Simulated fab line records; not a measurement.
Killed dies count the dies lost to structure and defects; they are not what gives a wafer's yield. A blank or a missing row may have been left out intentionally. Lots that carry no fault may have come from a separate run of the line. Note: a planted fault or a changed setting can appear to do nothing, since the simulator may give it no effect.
Matching of chambers / flow gf180mcu / GF_V4_CMP_04 on cmp-02 has 4 sister chambers
The step polishes SiO2. 4 wafers are shown with their chamber, then 10 later ones without.

## WAFERS, EACH WITH ITS CHAMBER
wafer=L362.1; chamber=3; motor current A (A)=13.0
wafer=L369.5; chamber=1; motor current A (A)=9.6
wafer=L369.6; chamber=0; motor current A (A)=11.3
wafer=L370.5; chamber=2; motor current A (A)=13.9

## WAFERS WITHOUT THEIR CHAMBER
wafer=L370.6; motor current A (A)=12.6
wafer=L373.1; motor current A (A)=13.9
wafer=L373.2; motor current A (A)=9.9
wafer=L373.4; motor current A (A)=11.0
wafer=L379.1; motor current A (A)=12.6
wafer=L379.2; motor current A (A)=13.6
wafer=L379.4; motor current A (A)=10.1
wafer=L381.2; motor current A (A)=13.3
wafer=L381.3; motor current A (A)=13.6
wafer=L381.4; motor current A (A)=10.4

## THE CHAMBER EACH PASSED THROUGH
wafer=L370.6; from the rows above=3; in truth=3
wafer=L373.1; from the rows above=2; in truth=2
wafer=L373.2; from the rows above=1; in truth=1
wafer=L373.4; from the rows above=0; in truth=0
wafer=L379.1; from the rows above=3; in truth=3
wafer=L379.2; from the rows above=can't be placed: 2 or 3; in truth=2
wafer=L379.4; from the rows above=can't be placed: 1 or 0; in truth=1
wafer=L381.2; from the rows above=can't be placed: 3 or 2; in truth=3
wafer=L381.3; from the rows above=can't be placed: 2 or 3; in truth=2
wafer=L381.4; from the rows above=can't be placed: 1 or 0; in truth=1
Correct placement for 5 of the 10. From these rows, 5 cannot be placed; in 5 the true chamber is one of the candidates. Wrongly placed: 0.
How it was worked out, from the rows above alone: a wafer's distance from a chamber is the root of the sum, over the readings, of the square of ((its reading less the chamber's mean) divided by the reading's scatter). If the next closest chamber is less than 2 further off than the closest, the wafer can't be placed; otherwise it belongs to the closest. The mean given for a chamber averages the wafers shown for that chamber. The scatter (one wafer shown for each chamber): square how far every hidden wafer sits from the nearest shown wafer, average those squares and take the square root.
